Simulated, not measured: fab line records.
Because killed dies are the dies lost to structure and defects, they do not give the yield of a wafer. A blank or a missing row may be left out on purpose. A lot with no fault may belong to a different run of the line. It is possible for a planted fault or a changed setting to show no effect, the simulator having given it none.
Which tool was responsible? + flow sky130 + 11 lots, 33 wafers sampled, at 5 steps of a route of 708

== WHAT EACH GAUGE READ, for each wafer ==
SKY_SD_P_TW_MEAS_11. Usual: SD_P_TW 2817, standard deviation 21.
| lot  | measured     | on            | SD_P_TW        | flag |
|------|--------------|---------------|----------------|------|
| L421 | day 25 21:57 | film-metro-02 | 2811 2800 2810 |      |
| L422 | day 25 23:09 | film-metro-04 | 2845 2830 2839 |      |
| L424 | day 27 07:14 | film-metro-04 | 2828 2824 2836 |      |
| L427 | day 27 17:28 | film-metro-04 | 2825 2820 2840 |      |
| L429 | day 29 09:35 | film-metro-02 | 2794 2795 2787 |      |
| L432 | day 30 00:59 | film-metro-04 | 2823 2813 2825 |      |
| L433 | day 30 09:34 | film-metro-03 | 2836 2845 2844 |      |
| L438 | day 31 15:56 | film-metro-03 | 2856 2848 2855 |      |
| L439 | day 31 19:32 | film-metro-02 | 2792 2795 2786 |      |
| L440 | day 32 08:13 | film-metro-02 | 2803 2789 2799 |      |
| L444 | day 33 08:11 | film-metro-03 | 2858 2846 2841 |      |

SKY_SD_N_OVL_MEAS_08. Usual: SD_N_OVL 0.4 nm, standard deviation 1.4.
| lot  | measured     | on         | SD_N_OVL (nm)  | flag |
|------|--------------|------------|----------------|------|
| L421 | day 28 08:34 | overlay-01 | -1.6 2.6 0.5   |      |
| L422 | day 28 09:46 | overlay-02 | 0.9 0.0 -3.1   |      |
| L424 | day 29 16:23 | overlay-01 | 1.4 0.3 0.4    |      |
| L427 | day 30 02:37 | overlay-02 | 0.0 0.0 1.0    |      |
| L429 | day 31 17:53 | overlay-01 | 2.9 3.5 -1.6   |      |
| L432 | day 32 08:20 | overlay-02 | 0.3 2.9 0.3    |      |
| L433 | day 32 16:58 | overlay-01 | -0.9 -1.0 -1.3 |      |
| L438 | day 33 21:18 | overlay-01 | 0.7 0.7 0.1    |      |
| L439 | day 34 00:35 | overlay-01 | 1.8 1.7 0.0    |      |
| L440 | day 34 12:54 | overlay-01 | -0.4 -1.2 -0.5 |      |
| L444 | day 35 13:01 | overlay-02 | 0.8 1.3 -2.3   |      |

SKY_SD_N_RS_MEAS_16: the measuring method here is four-point-probe. Usual: SD_N_RS 68.62 ohm/sq, standard deviation 0.11.
| lot  | measured     | on            | SD_N_RS (ohm/sq)  | flag |
|------|--------------|---------------|-------------------|------|
| L421 | day 28 09:18 | film-metro-02 | 68.63 68.71 68.65 |      |
| L422 | day 28 10:29 | film-metro-02 | 68.62 68.57 68.63 |      |
| L424 | day 29 17:07 | film-metro-04 | 68.55 68.51 68.60 |      |
| L427 | day 30 03:22 | film-metro-02 | 68.48 68.61 68.68 |      |
| L429 | day 31 18:37 | film-metro-03 | 68.39 68.51 68.69 |      |
| L432 | day 32 09:04 | film-metro-03 | 66.00 66.14 66.10 | OFF  |
| L433 | day 32 17:41 | film-metro-03 | 66.07 66.14 66.18 | OFF  |
| L438 | day 33 22:07 | film-metro-02 | 68.52 68.53 68.59 |      |
| L439 | day 34 01:19 | film-metro-04 | 68.89 68.75 68.68 |      |
| L440 | day 34 13:40 | film-metro-02 | 68.58 68.58 68.54 |      |
| L444 | day 35 13:44 | film-metro-03 | 68.63 68.59 68.53 |      |

== EACH LOT AND THE TOOL THAT RAN IT (in order: tool; ch and the chambers of the sampled wafers; start) ==
| lot  | SKY_SD_N_IMPLANT_09             | SKY_SD_N_STRIP_11                    |
|------|---------------------------------|--------------------------------------|
| L421 | implanter-04 ch 0, day 28 08:37 | plasma-asher-01 ch 0,1, day 28 08:53 |
| L422 | implanter-03 ch 0, day 28 09:49 | plasma-asher-03 ch 0,1, day 28 10:05 |
| L424 | implanter-04 ch 0, day 29 16:25 | plasma-asher-03 ch 1, day 29 16:43   |
| L427 | implanter-01 ch 0, day 30 02:41 | plasma-asher-04 ch 0,1, day 30 02:59 |
| L429 | implanter-03 ch 0, day 31 17:55 | plasma-asher-03 ch 0,1, day 31 18:13 |
| L432 | implanter-03 ch 0, day 32 08:22 | plasma-asher-04 ch 0,1, day 32 08:40 |
| L433 | implanter-03 ch 0, day 32 16:59 | plasma-asher-01 ch 0,1, day 32 17:17 |
| L438 | implanter-01 ch 0, day 33 21:22 | plasma-asher-01 ch 0,1, day 33 21:40 |
| L439 | implanter-01 ch 0, day 34 00:37 | plasma-asher-01 ch 0,1, day 34 00:55 |
| L440 | implanter-01 ch 0, day 34 12:58 | plasma-asher-01 ch 0,1, day 34 13:16 |
| L444 | implanter-04 ch 0, day 35 13:02 | plasma-asher-03 ch 0,1, day 35 13:20 |
- SKY_SD_N_IMPLANT_09
- SKY_SD_N_STRIP_11: strips in O2/N2.

== AS READ BY THE TOOLS THEMSELVES (means over the sampled wafers that have a number; for cases with no such wafer, the mark the record gives instead) ==
SKY_SD_N_IMPLANT_09. Usual: beam-on-s 15.5 s, standard deviation 1.3; dose-ions-cm2 4e+15, standard deviation 4.4e+12.
| lot  | tool         | beam-on-s (s) | dose-ions-cm2 | flag |
|------|--------------|---------------|---------------|------|
| L421 | implanter-04 | 13.9          | 4e+15         |      |
| L422 | implanter-03 | 16.6          | 4e+15         |      |
| L424 | implanter-04 | 13.9          | 4e+15         |      |
| L427 | implanter-01 | 16.1          | 4e+15         |      |
| L429 | implanter-03 | 16.6          | 4e+15         |      |
| L432 | implanter-03 | 23.1          | 6e+15         | OFF  |
| L433 | implanter-03 | 23.7          | 6e+15         | OFF  |
| L438 | implanter-01 | 16.0          | 4e+15         |      |
| L439 | implanter-01 | 16.0          | 4e+15         |      |
| L440 | implanter-01 | 16.6          | 4e+15         |      |
| L444 | implanter-04 | 13.8          | 4e+15         |      |

SKY_SD_N_STRIP_11. Usual: drypump-motor-current-A 5.5 A, standard deviation 0.32; oes-product-au 0.527 a.u., standard deviation 0.0045; strip-time-to-endpoint-s 22.54 s, standard deviation 0.045.
| lot  | tool            | drypump-motor-current-A (A) | oes-product-au (a.u.) | strip-time-to-endpoint-s (s) | flag |
|------|-----------------|-----------------------------|-----------------------|------------------------------|------|
| L421 | plasma-asher-01 | 5.4                         | 0.526                 | 22.51                        |      |
| L422 | plasma-asher-03 | 5.5                         | 0.529                 | 22.56                        |      |
| L424 | plasma-asher-03 | 5.4                         | 0.526                 | 22.56                        |      |
| L427 | plasma-asher-04 | 5.7                         | 0.529                 | 22.54                        |      |
| L429 | plasma-asher-03 | 5.4                         | 0.530                 | 22.60                        |      |
| L432 | plasma-asher-04 | 5.7                         | 0.516                 | 23.49                        | OFF  |
| L433 | plasma-asher-01 | 5.3                         | 0.516                 | 23.48                        | OFF  |
| L438 | plasma-asher-01 | 5.6                         | 0.523                 | 22.53                        |      |
| L439 | plasma-asher-01 | 5.6                         | 0.521                 | 22.56                        |      |
| L440 | plasma-asher-01 | 5.3                         | 0.526                 | 22.47                        |      |
| L444 | plasma-asher-03 | 5.4                         | 0.530                 | 22.56                        |      |

== THE ANSWER, worked out from the rows above alone ==
Rule: lot off if the mean of its wafers having a number is beyond 3 standard deviations from the usual mean. Also off: a lot with no number at a reading for which 4 or more lots have one. Where the step has rows for the other lots, those lots are counted as sound. The gauges are gone through in route order, then the tools' own readings, and for those a lot's mean is taken as printed above. At the first step where some lot is off, the reading lying furthest off is the one used; lots without a number count as furthest.
Off: L432, L433, at SKY_SD_N_RS_MEAS_16 (SD_N_RS).
If a tool, at a process step before that reading, ran all the lots that are off and no sound lot after the first of them, it fits. The gauges at SKY_SD_N_RS_MEAS_16 aren't tried: what is off there is off at SKY_SD_N_IMPLANT_09 too, on other tools, and a gauge's error can't cause that. One candidate fits, namely implanter-03 at SKY_SD_N_IMPLANT_09. A fault onset in the window from L429 (day 31 17:55, its last sound lot) to L432 (day 32 08:22, its first lot off) fits.
The tool's own readings at SKY_SD_N_IMPLANT_09 bear it out: on the lots that are off they differ by more than 5 times the standard deviation of the sound lots' means. beam-on-s reads 23.4 s there against 15.5 s on the sound lots; dose-ions-cm2 reads 6e+15 there against 4e+15 on the sound lots.

== WHAT WAS PUT IN BY THE SIMULATOR ==
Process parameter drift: implanter-03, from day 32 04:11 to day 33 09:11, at SKY_SD_N_IMPLANT_09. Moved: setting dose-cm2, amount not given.
Struck lots among those shown: L432, L433. The same result came from the rule above.
